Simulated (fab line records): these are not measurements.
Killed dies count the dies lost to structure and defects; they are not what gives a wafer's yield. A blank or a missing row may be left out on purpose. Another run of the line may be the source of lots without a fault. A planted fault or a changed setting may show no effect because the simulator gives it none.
fab line records	flow gf180mcu
record: lots: 24	wafers: 72	lastDay: 34
route steps=602 shown V2@387 M3@409 V3@433 V4@479 MIM@514
lots untouched by any fault: they come from a run of this same line in which no faults occurred
startH: start of the lot's first displayed wafer, in hours after the record's first day	waitH: hours since the lot's step before	" same as the row above	L1.1+2: a single row standing in for several wafers	- no value present, or no start provided	* or withheld: withheld	< > ~ a bound
route shown NAME@n: NAME is a module with steps in the file, n the number in the route of the first one	usual: mean and standard deviation over wafers with no fault	same: alike in all rows	chamber/n: place in a boat	sites: the reading at each site	_std_site: the standard deviation of these	_edge_site: mean of outer sites minus mean of inner sites	radiusMm: how far each site lies from the wafer's centre	mask NAME#n: copy n	behind: tool/chamber where the wafer was last shaped	hold: why the lot went on hold/how many hours it stayed there/how the hold came to an end	device: whichever transistor did not switch (one of n, p or np)	end of line: the route-end tests of the same wafers	a step without rows: its recipe alone	killed: at the first sort, the dies lost to defects and structure; wafer yield is something else	map: the dies of a wafer, with x for killed, . for not killed, _ for no die there
set.NAME: the setting the step ran with; set.NAME@STEP: the setting that earlier step ran with	model.NAME: the simulator's own value behind a step, which no gauge read
one table for each step of the route and one row for each wafer, over a sample of lots
services: when a tool's chamber went out of use (startH, in hours from the record's first day, below 0 if earlier), for how many hours, and the reason
== steps ==
step: GF_V2_BOW_MEAS_05
recipe: mode: bow
usual: V2_BOW: 102/8.5
lot.wafer	tool	chamber	startH	waitH	V2_BOW[um]
L074.1	filmMetro-01	-	438.73	0.2	107
L074.4	"	-	"	"	105
L074.5	"	-	"	"	116
L075.2	filmMetro-01	-	440.75	0.1	103
L075.5	"	-	"	"	105
L075.6	"	-	"	"	106
L076.2	filmMetro-01	-	450.42	0.2	88
L076.3	"	-	"	"	96
L076.5	"	-	"	"	87
L077.1	filmMetro-04	-	468.94	0.1	103
L077.2	"	-	"	"	93
L077.4	"	-	"	"	101
L078.1	filmMetro-04	-	470.00	0.2	103
L078.2	"	-	"	"	86
L078.4	"	-	"	"	96
L079.2	filmMetro-02	-	478.16	0.2	109
L079.4	"	-	"	"	104
L079.6	"	-	"	"	95
L080.2	filmMetro-02	-	493.28	0.2	93
L080.4	"	-	"	"	94
L080.6	"	-	"	"	112
L081.1	filmMetro-02	-	496.33	0.2	101
L081.2	"	-	"	"	95
L081.3	"	-	"	"	102
L082.1	filmMetro-02	-	506.01	0.2	103
L082.5	"	-	"	"	104
L082.6	"	-	"	"	93
L083.1	filmMetro-01	-	512.14	0.1	91
L083.2	"	-	"	"	103
L083.5	"	-	"	"	108
L084.1	filmMetro-01	-	523.57	0.1	106
L084.4	"	-	"	"	97
L084.5	"	-	"	"	98
L085.1	filmMetro-04	-	534.12	0.1	82
L085.2	"	-	"	"	95
L085.3	"	-	"	"	99
L086.3	filmMetro-01	-	538.90	0.1	96
L086.4	"	-	"	"	96
L086.5	"	-	"	"	103
L087.2	filmMetro-02	-	558.81	0.2	97
L087.3	"	-	"	"	110
L087.5	"	-	"	"	106
L088.3	filmMetro-02	-	563.60	0.2	90
L088.5	"	-	"	"	95
L088.6	"	-	"	"	90
L089.1	filmMetro-02	-	570.63	0.2	106
L089.4	"	-	"	"	105
L089.6	"	-	"	"	97
L090.2	filmMetro-01	-	579.57	0.3	112
L090.4	"	-	"	"	115
L090.5	"	-	"	"	100
L091.3	filmMetro-02	-	583.52	0.2	112
L091.4	"	-	"	"	116
L091.5	"	-	"	"	103
L092.1	filmMetro-02	-	592.48	0.1	104
L092.2	"	-	"	"	104
L092.5	"	-	"	"	99
L093.1	filmMetro-02	-	605.83	0.2	116
L093.2	"	-	"	"	107
L093.3	"	-	"	"	110
L094.3	filmMetro-01	-	606.43	0.1	112
L094.5	"	-	"	"	100
L094.6	"	-	"	"	115
L095.2	filmMetro-02	-	610.41	0.2	93
L095.4	"	-	"	"	93
L095.6	"	-	"	"	124
L096.1	filmMetro-02	-	630.33	0.2	113
L096.3	"	-	"	"	113
L096.5	"	-	"	"	122
L097.1	filmMetro-02	-	633.69	0.1	102
L097.3	"	-	"	"	98
L097.5	"	-	"	"	91
step: GF_M3_SPUTTER_00
recipe: material: Ti	targetThkNm: 37.5	arrivingIonEnergyEv: 80	substrateTempC: 200	chamberPressurePa: 2	powerW: 4000	timeS: 150
usual: throttleValvePct: 29.9/0.89
lot.wafer	tool	chamber	startH	waitH	throttleValvePct
L074.1	pvdSputter-01	-	464.84	0.1	30.2
L074.4	"	-	"	"	28.9
L074.5	"	-	"	"	30.7
L075.2	pvdSputter-02	-	466.28	0.2	29.5
L075.5	"	-	"	"	29.5
L075.6	"	-	"	"	30.6
L076.2	pvdSputter-02	-	475.96	0.1	30.8
L076.3	"	-	"	"	30.6
L076.5	"	-	"	"	30.5
L077.1	pvdSputter-01	-	494.67	0.2	30.2
L077.2	"	-	"	"	30.3
L077.4	"	-	"	"	28.7
L078.1	pvdSputter-04	-	495.06	0.1	31.1
L078.2	"	-	"	"	28.3
L078.4	"	-	"	"	29.3
L079.2	pvdSputter-01	-	503.58	0.2	28.8
L079.4	"	-	"	"	30.5
L079.6	"	-	"	"	30.0
L080.2	pvdSputter-01	-	518.32	0.1	30.4
L080.4	"	-	"	"	28.7
L080.6	"	-	"	"	30.8
L081.1	pvdSputter-01	-	521.23	0.2	30.4
L081.2	"	-	"	"	30.7
L081.3	"	-	"	"	28.6
L082.1	pvdSputter-04	-	530.14	0.1	29.3
L082.5	"	-	"	"	28.4
L082.6	"	-	"	"	28.7
L083.1	pvdSputter-01	-	537.34	0.1	30.4
L083.2	"	-	"	"	30.8
L083.5	"	-	"	"	30.7
L084.1	pvdSputter-04	-	547.28	0.2	29.5
L084.4	"	-	"	"	28.6
L084.5	"	-	"	"	28.6
L085.1	pvdSputter-01	-	558.22	0.1	30.5
L085.2	"	-	"	"	30.2
L085.3	"	-	"	"	29.0
L086.3	pvdSputter-01	-	562.26	0.2	30.8
L086.4	"	-	"	"	30.7
L086.5	"	-	"	"	30.5
L087.2	pvdSputter-04	-	582.23	0.1	29.2
L087.3	"	-	"	"	28.6
L087.5	"	-	"	"	29.2
L088.3	pvdSputter-01	-	586.36	0.1	28.7
L088.5	"	-	"	"	30.7
L088.6	"	-	"	"	30.3
L089.1	pvdSputter-01	-	593.32	0.1	30.6
L089.4	"	-	"	"	30.0
L089.6	"	-	"	"	30.6
L090.2	pvdSputter-04	-	602.15	0.2	29.4
L090.4	"	-	"	"	28.5
L090.5	"	-	"	"	28.5
L091.3	pvdSputter-04	-	606.94	0.1	31.0
L091.4	"	-	"	"	28.5
L091.5	"	-	"	"	28.5
L092.1	pvdSputter-02	-	614.84	0.1	29.6
L092.2	"	-	"	"	29.7
L092.5	"	-	"	"	29.5
L093.1	pvdSputter-02	-	627.94	0.2	29.5
L093.2	"	-	"	"	30.6
L093.3	"	-	"	"	30.7
L094.3	pvdSputter-01	-	628.25	0.1	30.6
L094.5	"	-	"	"	30.2
L094.6	"	-	"	"	31.0
L095.2	pvdSputter-02	-	633.19	0.2	29.7
L095.4	"	-	"	"	29.8
L095.6	"	-	"	"	30.6
L096.1	pvdSputter-04	-	651.98	0.2	29.4
L096.3	"	-	"	"	31.1
L096.5	"	-	"	"	31.1
L097.1	pvdSputter-02	-	655.43	0.2	30.6
L097.3	"	-	"	"	29.4
L097.5	"	-	"	"	30.6
step: GF_M3_RS_MEAS_05
recipe: thkMeasGauge: four-point-probe	reads: TiN_of_M3_SPUTTER_04+Ti_of_M3_SPUTTER_03+AlCu_of_M3_SPUTTER_02+TiN_of_M3_SPUTTER_01+Ti_of_M3_SPUTTER_00
usual: M3_ALCU_RS: 0.0693/0.00084
lot.wafer	tool	chamber	startH	waitH	M3_ALCU_RS[ohm/sq]
L074.1	filmMetro-04	-	465.06	0.0	0.0692
L074.4	"	-	"	"	0.0689
L074.5	"	-	"	"	0.0687
L075.2	filmMetro-03	-	466.52	0.0	0.0691
L075.5	"	-	"	"	0.0699
L075.6	"	-	"	"	0.0699
L076.2	filmMetro-04	-	476.21	0.0	0.0691
L076.3	"	-	"	"	0.0693
L076.5	"	-	"	"	0.0691
L077.1	filmMetro-03	-	494.89	0.0	0.0692
L077.2	"	-	"	"	0.0692
L077.4	"	-	"	"	0.0689
L078.1	filmMetro-01	-	495.28	0.0	0.0688
L078.2	"	-	"	"	0.0688
L078.4	"	-	"	"	0.0690
L079.2	filmMetro-03	-	503.82	0.0	0.0686
L079.4	"	-	"	"	0.0687
L079.6	"	-	"	"	0.0691
L080.2	filmMetro-01	-	518.56	0.0	0.0691
L080.4	"	-	"	"	0.0691
L080.6	"	-	"	"	0.0696
L081.1	filmMetro-03	-	521.45	0.0	0.0693
L081.2	"	-	"	"	0.0687
L081.3	"	-	"	"	0.0681
L082.1	filmMetro-03	-	530.36	0.0	0.0693
L082.5	"	-	"	"	0.0688
L082.6	"	-	"	"	0.0689
L083.1	filmMetro-01	-	537.56	0.0	0.0705
L083.2	"	-	"	"	0.0697
L083.5	"	-	"	"	0.0696
L084.1	filmMetro-01	-	547.50	0.0	0.0691
L084.4	"	-	"	"	0.0692
L084.5	"	-	"	"	0.0690
L085.1	filmMetro-03	-	558.45	0.0	0.0696
L085.2	"	-	"	"	0.0698
L085.3	"	-	"	"	0.0688
L086.3	filmMetro-03	-	562.52	0.1	0.0668
L086.4	"	-	"	"	0.0671
L086.5	"	-	"	"	0.0673
L087.2	filmMetro-01	-	582.47	0.0	0.0704
L087.3	"	-	"	"	0.0705
L087.5	"	-	"	"	0.0704
L088.3	filmMetro-03	-	586.62	0.1	0.0680
L088.5	"	-	"	"	0.0682
L088.6	"	-	"	"	0.0682
L089.1	filmMetro-01	-	593.54	0.0	0.0699
L089.4	"	-	"	"	0.0689
L089.6	"	-	"	"	0.0697
L090.2	filmMetro-03	-	602.39	0.0	0.0697
L090.4	"	-	"	"	0.0701
L090.5	"	-	"	"	0.0703
L091.3	filmMetro-01	-	607.20	0.1	0.0699
L091.4	"	-	"	"	0.0700
L091.5	"	-	"	"	0.0704
L092.1	filmMetro-03	-	615.06	0.0	0.0701
L092.2	"	-	"	"	0.0705
L092.5	"	-	"	"	0.0702
L093.1	filmMetro-04	-	628.16	0.0	0.0716
L093.2	"	-	"	"	0.0715
L093.3	"	-	"	"	0.0716
L094.3	filmMetro-03	-	628.51	0.1	0.0701
L094.5	"	-	"	"	0.0692
L094.6	"	-	"	"	0.0694
L095.2	filmMetro-04	-	633.43	0.0	0.0687
L095.4	"	-	"	"	0.0689
L095.6	"	-	"	"	0.0693
L096.1	filmMetro-01	-	652.20	0.0	0.0693
L096.3	"	-	"	"	0.0691
L096.5	"	-	"	"	0.0694
L097.1	filmMetro-03	-	655.65	0.0	0.0693
L097.3	"	-	"	"	0.0686
L097.5	"	-	"	"	0.0688
step: GF_V3_CMP_04
recipe: material: SiO2	downForcePsi: 4	platenRpm: 60	padVelocityMS: 0.94248
usual: edgeZonePressureFrac: 1.000/0.0051	motorCurrentA: 11.7/1.4	timeToEndpointS: 81/4.9
lot.wafer	tool	chamber	startH	waitH	edgeZonePressureFrac	motorCurrentA	timeToEndpointS
L074.4	cmp-02	3	490.08	0.1	0.997	10.6	81
L074.1	"	0	"	"	0.993	13.8	72
L074.5	"	2	"	"	0.996	12.4	84
L075.2	cmp-02	2	491.50	0.2	0.996	12.1	77
L075.5	"	3	"	"	1.010	10.7	84
L075.6	"	0	"	"	1.004	13.5	91
L076.3	cmp-02	0	501.32	0.1	1.008	13.7	82
L076.2	"	1	"	"	1.001	11.1	76
L076.5	"	2	"	"	0.993	11.7	80
L077.4	cmp-02	2	519.34	0.0	1.004	12.0	87
L077.1	"	3	"	"	1.002	10.1	79
L077.2	"	0	"	"	1.009	13.7	85
L078.2	cmp-01	1	519.85	0.0	1.011	12.6	82
L078.4	"	2	"	"	1.007	10.7	83
L078.1	"	3	"	"	1.009	10.0	78
L079.4	cmp-01	3	528.19	0.0	1.001	9.0	79
L079.2	"	2	"	"	1.000	10.4	77
L079.6	"	0	"	"	0.997	12.8	77
L080.2	cmp-01	1	542.02	0.0	0.999	12.8	82
L080.4	"	3	"	"	0.999	9.4	85
L080.6	"	2	"	"	0.991	10.3	90
L081.3	cmp-01	1	545.33	0.0	0.998	13.1	83
L081.2	"	2	"	"	1.003	10.7	86
L081.1	"	0	"	"	1.002	12.2	86
L082.1	cmp-02	1	553.69	0.1	1.000	10.8	85
L082.5	"	3	"	"	0.993	10.6	86
L082.6	"	0	"	"	0.999	13.3	89
L083.2	cmp-02	0	560.80	0.1	0.996	13.6	85
L083.1	"	1	"	"	0.993	11.0	81
L083.5	"	2	"	"	1.004	11.5	88
L084.1	cmp-02	2	570.83	0.1	0.997	12.0	79
L084.4	"	0	"	"	1.001	13.3	85
L084.5	"	3	"	"	0.996	10.2	82
L085.1	cmp-02	0	581.29	0.1	1.004	12.2	80
L085.3	"	1	"	"	0.998	11.2	79
L085.2	"	2	"	"	0.997	12.5	76
L086.4	cmp-02	3	584.92	0.1	1.003	10.6	86
L086.3	"	0	"	"	1.001	13.5	79
L086.5	"	1	"	"	1.004	11.1	89
L087.2	cmp-02	1	604.98	0.1	0.992	11.4	79
L087.3	"	2	"	"	1.007	12.5	77
L087.5	"	0	"	"	1.001	13.5	82
L088.3	cmp-01	1	608.74	0.2	0.994	12.8	77
L088.6	"	2	"	"	0.997	10.3	84
L088.5	"	3	"	"	1.005	9.8	81
L089.1	cmp-02	0	615.85	0.1	1.005	12.8	80
L089.4	"	1	"	"	1.009	11.7	88
L089.6	"	0	"	"	1.003	13.8	88
L090.4	cmp-01	3	624.76	0.1	0.994	9.8	83
L090.2	"	0	"	"	0.997	13.1	78
L090.5	"	2	"	"	0.998	10.0	86
L091.4	cmp-01	3	628.96	0.0	1.011	9.4	78
L091.3	"	2	"	"	0.992	10.6	72
L091.5	"	3	"	"	1.003	9.9	82
L092.1	cmp-01	0	636.70	0.1	0.997	12.7	77
L092.2	"	2	"	"	0.993	10.1	70
L092.5	"	1	"	"	1.002	12.7	82
L093.3	cmp-02	1	648.21	0.1	0.990	11.6	82
L093.1	"	2	"	"	1.005	12.7	74
L093.2	"	3	"	"	0.993	10.4	79
L094.3	cmp-02	0	649.43	0.1	1.007	13.2	78
L094.6	"	3	"	"	1.002	10.5	76
L094.5	"	0	"	"	1.005	13.1	79
L095.4	cmp-02	2	654.67	0.1	0.999	12.4	93
L095.2	"	1	"	"	0.995	11.4	91
L095.6	"	2	"	"	1.002	12.5	86
L096.3	cmp-01	3	673.29	0.0	0.994	9.6	74
L096.1	"	2	"	"	0.999	10.1	70
L096.5	"	3	"	"	1.000	9.5	78
L097.3	cmp-01	1	675.73	0.0	0.999	13.3	81
L097.1	"	2	"	"	1.004	10.8	76
L097.5	"	1	"	"	0.998	12.9	84
step: GF_V4_THK_MEAS_03
recipe: reads: SiO2_of_V4_CVD_02
usual: V4_CVD_02_THK: 847/9.2
lot.wafer	tool	chamber	startH	waitH	V4_CVD_02_THK[nm]
L074.1	filmMetro-04	-	539.57	0.0	845
L074.4	"	-	"	"	850
L074.5	"	-	"	"	861
L075.2	filmMetro-04	-	541.19	0.0	844
L075.5	"	-	"	"	849
L075.6	"	-	"	"	857
L076.2	filmMetro-02	-	550.20	0.0	840
L076.3	"	-	"	"	841
L076.5	"	-	"	"	855
L077.1	filmMetro-01	-	567.16	0.0	845
L077.2	"	-	"	"	858
L077.4	"	-	"	"	853
L078.1	filmMetro-04	-	567.43	0.0	831
L078.2	"	-	"	"	840
L078.4	"	-	"	"	844
L079.2	filmMetro-02	-	575.19	0.0	842
L079.4	"	-	"	"	852
L079.6	"	-	"	"	851
L080.2	filmMetro-02	-	588.94	0.0	844
L080.4	"	-	"	"	850
L080.6	"	-	"	"	850
L081.1	filmMetro-04	-	591.57	0.0	838
L081.2	"	-	"	"	846
L081.3	"	-	"	"	832
L082.1	filmMetro-04	-	598.91	0.0	848
L082.5	"	-	"	"	854
L082.6	"	-	"	"	846
L083.1	filmMetro-01	-	606.58	0.1	851
L083.2	"	-	"	"	842
L083.5	"	-	"	"	863
L084.1	filmMetro-02	-	616.15	0.0	849
L084.4	"	-	"	"	851
L084.5	"	-	"	"	865
L085.1	filmMetro-01	-	626.18	0.0	833
L085.2	"	-	"	"	851
L085.3	"	-	"	"	837
L086.3	filmMetro-01	-	629.37	0.1	844
L086.4	"	-	"	"	853
L086.5	"	-	"	"	861
L087.2	filmMetro-02	-	648.35	0.0	820
L087.3	"	-	"	"	824
L087.5	"	-	"	"	838
L088.3	filmMetro-01	-	652.90	0.1	831
L088.5	"	-	"	"	838
L088.6	"	-	"	"	860
L089.1	filmMetro-01	-	658.09	0.0	833
L089.4	"	-	"	"	867
L089.6	"	-	"	"	850
L090.2	filmMetro-01	-	667.14	0.0	844
L090.4	"	-	"	"	849
L090.5	"	-	"	"	851
L091.3	filmMetro-02	-	670.96	0.1	846
L091.4	"	-	"	"	847
L091.5	"	-	"	"	856
L092.1	filmMetro-04	-	678.98	0.0	839
L092.2	"	-	"	"	840
L092.5	"	-	"	"	854
L093.1	filmMetro-02	-	689.56	0.0	846
L093.2	"	-	"	"	840
L093.3	"	-	"	"	843
L094.3	filmMetro-04	-	690.67	0.1	846
L094.5	"	-	"	"	849
L094.6	"	-	"	"	849
L095.2	filmMetro-04	-	695.90	0.0	833
L095.4	"	-	"	"	848
L095.6	"	-	"	"	856
L096.1	filmMetro-04	-	712.33	0.0	838
L096.3	"	-	"	"	860
L096.5	"	-	"	"	861
L097.1	filmMetro-02	-	715.46	0.0	835
L097.3	"	-	"	"	835
L097.5	"	-	"	"	845
step: GF_MIM_THK_MEAS_11
recipe: thkMeasGauge: xrf	reads: AlCu_of_MIM_SPUTTER_08
usual: MIM_ALCU_THK: 196.8/2.4
lot.wafer	tool	chamber	startH	waitH	MIM_ALCU_THK[nm]
L074.1	filmMetro-01	-	564.39	0.1	198.8
L074.4	"	-	"	"	195.8
L074.5	"	-	"	"	198.6
L075.2	filmMetro-01	-	572.73	0.1	190.3
L075.5	"	-	"	"	193.1
L075.6	"	-	"	"	191.7
L076.2	filmMetro-03	-	574.73	0.1	195.4
L076.3	"	-	"	"	198.0
L076.5	"	-	"	"	200.4
L077.1	filmMetro-01	-	591.16	0.1	198.4
L077.2	"	-	"	"	200.3
L077.4	"	-	"	"	199.9
L078.1	filmMetro-01	-	591.51	0.1	194.5
L078.2	"	-	"	"	194.5
L078.4	"	-	"	"	197.5
L079.2	filmMetro-04	-	598.51	0.1	199.2
L079.4	"	-	"	"	194.2
L079.6	"	-	"	"	197.6
L080.2	filmMetro-04	-	612.55	0.1	197.6
L080.4	"	-	"	"	199.8
L080.6	"	-	"	"	198.5
L081.1	filmMetro-01	-	615.04	0.1	198.1
L081.2	"	-	"	"	195.1
L081.3	"	-	"	"	194.2
L082.1	filmMetro-01	-	622.19	0.1	195.8
L082.5	"	-	"	"	191.7
L082.6	"	-	"	"	195.9
L083.1	filmMetro-03	-	629.57	0.1	199.0
L083.2	"	-	"	"	197.0
L083.5	"	-	"	"	196.2
L084.1	filmMetro-04	-	638.93	0.1	199.3
L084.4	"	-	"	"	195.6
L084.5	"	-	"	"	196.7
L085.1	filmMetro-04	-	648.70	0.1	200.3
L085.2	"	-	"	"	202.6
L085.3	"	-	"	"	202.1
L086.3	filmMetro-04	-	651.59	0.1	198.5
L086.4	"	-	"	"	196.3
L086.5	"	-	"	"	198.2
L087.2	filmMetro-03	-	669.98	0.1	198.0
L087.3	"	-	"	"	197.3
L087.5	"	-	"	"	195.4
L088.3	filmMetro-01	-	675.12	0.1	194.3
L088.5	"	-	"	"	193.7
L088.6	"	-	"	"	195.0
L089.1	filmMetro-04	-	680.98	0.1	200.0
L089.4	"	-	"	"	197.0
L089.6	"	-	"	"	196.7
L090.2	filmMetro-01	-	688.09	0.1	192.8
L090.4	"	-	"	"	192.2
L090.5	"	-	"	"	194.3
L091.3	filmMetro-01	-	692.19	0.1	197.0
L091.4	"	-	"	"	197.5
L091.5	"	-	"	"	196.1
L092.1	filmMetro-03	-	700.71	0.1	196.3
L092.2	"	-	"	"	196.1
L092.5	"	-	"	"	196.9
L093.1	filmMetro-04	-	710.72	0.1	196.5
L093.2	"	-	"	"	198.5
L093.3	"	-	"	"	200.1
L094.3	filmMetro-01	-	711.50	0.1	195.8
L094.5	"	-	"	"	196.9
L094.6	"	-	"	"	197.2
L095.2	filmMetro-01	-	716.46	0.1	196.6
L095.4	"	-	"	"	194.1
L095.6	"	-	"	"	194.1
L096.1	filmMetro-01	-	732.13	0.1	195.3
L096.3	"	-	"	"	194.4
L096.5	"	-	"	"	197.7
L097.1	filmMetro-04	-	735.39	0.1	196.4
L097.3	"	-	"	"	195.6
L097.5	"	-	"	"	196.2
== services ==
tool	chamber	startH	hours	kind
cmp-02	-	449.34	2.3	repair
cmp-01	-	454.33	5.0	pm
cmp-01	-	459.33	14.2	pm
pvdSputter-01	0	471.15	-	consumableReplace:kit
pvdSputter-01	0	471.15	18.0	scheduledDown
pvdSputter-01	0	471.15	18.0	ventCycle
pvdSputter-01	-	477.89	9.2	repair
pvdSputter-02	-	514.90	1.1	repair
cmp-02	-	522.95	4.4	pm
pvdSputter-02	-	546.38	8.1	repair
cmp-01	-	552.32	6.5	repair
cmp-01	-	572.28	4.0	pm
cmp-01	-	579.63	6.1	pm
pvdSputter-04	-	584.05	13.2	repair
cmp-01	-	587.63	2.6	repair
cmp-02	-	613.68	0.3	repair
cmp-01	-	625.76	1.2	repair
cmp-01	-	630.19	0.3	repair
cmp-02	-	631.13	3.8	repair
pvdSputter-04	-	633.12	9.8	repair
pvdSputter-01	3	664.70	-	consumableReplace:kit
pvdSputter-01	3	664.70	18.0	scheduledDown
pvdSputter-01	3	664.70	18.0	ventCycle
cmp-01	-	668.26	2.4	repair
== key ==
fault none
